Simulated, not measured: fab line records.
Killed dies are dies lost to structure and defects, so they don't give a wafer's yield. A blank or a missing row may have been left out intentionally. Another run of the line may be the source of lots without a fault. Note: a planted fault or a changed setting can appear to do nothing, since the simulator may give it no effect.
Tool commonality check    flow sky130    Sampled: 14 lots, 42 wafers

== WHY THIS WAS OPENED ==
SKY_NWELL_RS_MEAS_29, reading NWELL_RS: flagged on 2 of 14 lots. Wafers without a fault read 624.1 ohm/sq, standard deviation 1.3.
Rule: flag the lot when none of its wafers has a number, or when each of its wafers that has one lies beyond 4 standard deviations from that mean. As for the other lots, they are considered sound.

lot   measured      on             NWELL_RS (ohm/sq), wafer by wafer  flag
L244  day 5 08:13   film-metro-03  625.4 624.2 625.9                  
L247  day 6 06:46   film-metro-04  623.6 624.4 622.9                  
L249  day 6 17:08   film-metro-03  621.8 623.4 622.4                  
L253  day 7 12:55   film-metro-04  625.0 625.6 624.9                  
L254  day 8 01:04   film-metro-03  625.3 625.2 623.9                  
L255  day 8 06:44   film-metro-02  624.5 625.6 626.3                  
L256  day 8 11:32   film-metro-02  624.1 624.9 625.3                  
L257  day 8 16:14   film-metro-03  625.3 624.4 625.4                  
L258  day 8 19:46   film-metro-04  624.3 624.0 623.2                  
L259  day 9 01:36   film-metro-03  622.7 623.4 625.8                  
L260  day 9 09:33   film-metro-03  624.2 623.2 622.4                  
L264  day 10 08:28  film-metro-03  649.3 648.7 649.1                  FLAGGED
L265  day 10 12:16  film-metro-04  650.1 649.7 650.7                  FLAGGED
L267  day 11 01:04  film-metro-04  623.8 623.0 624.1                  
The mean of the flagged lots' numbers is 649.6 ohm/sq, +25.5 ohm/sq from the usual (+20 standard deviations).

== LOT BY LOT: THE TOOL USED ==
The record holds 1 process step before the reading, out of a route of 708 steps. Each cell gives the tool, then ch followed by the chambers the sampled wafers passed through, then the start.
lot   flag     SKY_NWELL_IMPLANT_13
L244           implanter-01 ch 0, day 4 14:16
L247           implanter-04 ch 0, day 5 12:07
L249           implanter-02 ch 0, day 5 21:32
L253           implanter-02 ch 0, day 6 17:04
L254           implanter-04 ch 0, day 7 01:46
L255           implanter-02 ch 0, day 7 10:21
L256           implanter-02 ch 0, day 7 14:27
L257           implanter-04 ch 0, day 7 19:02
L258           implanter-02 ch 0, day 7 22:16
L259           implanter-01 ch 0, day 8 04:23
L260           implanter-01 ch 0, day 8 11:35
L264  FLAGGED  implanter-01, day 9 10:46
L265  FLAGGED  implanter-01, day 9 14:16
L267           implanter-01 ch 0, day 10 02:55
What the steps here do:
- SKY_NWELL_IMPLANT_13
- SKY_NWELL_RS_MEAS_29: measures by four-point-probe.

== FLAGGED OVER TOTAL, TOOL BY TOOL (the gauges that took the reading come last) ==
step                  tool           lots run  flagged  share of the flagged lots  sound lots run after its first flagged lot
SKY_NWELL_IMPLANT_13  implanter-01   6         2        all                        1 (L267)
SKY_NWELL_IMPLANT_13  implanter-02   5         0        none                       -
SKY_NWELL_IMPLANT_13  implanter-04   3         0        none                       -
SKY_NWELL_RS_MEAS_29  film-metro-02  2         0        none                       -
SKY_NWELL_RS_MEAS_29  film-metro-03  7         1        some                       0
SKY_NWELL_RS_MEAS_29  film-metro-04  5         1        some                       1 (L267)

== WHAT THE TABLE PERMITS ==
Rows of the table that ran each flagged lot: 1, that is implanter-01 at SKY_NWELL_IMPLANT_13.
- implanter-01 at SKY_NWELL_IMPLANT_13: 2 of its 6 lots flagged. Sound lots ran on it after the first flagged one (L267), which a lasting fault on the whole tool wouldn't allow. On the flagged lots its readings are blank where sound lots have values: beam-energy-keV, beam-on-s, end-station-pressure-torr.
Every row of the table either missed a flagged lot or ran a sound lot after the first.

== WHAT THE SIMULATOR HAD INSERTED ==
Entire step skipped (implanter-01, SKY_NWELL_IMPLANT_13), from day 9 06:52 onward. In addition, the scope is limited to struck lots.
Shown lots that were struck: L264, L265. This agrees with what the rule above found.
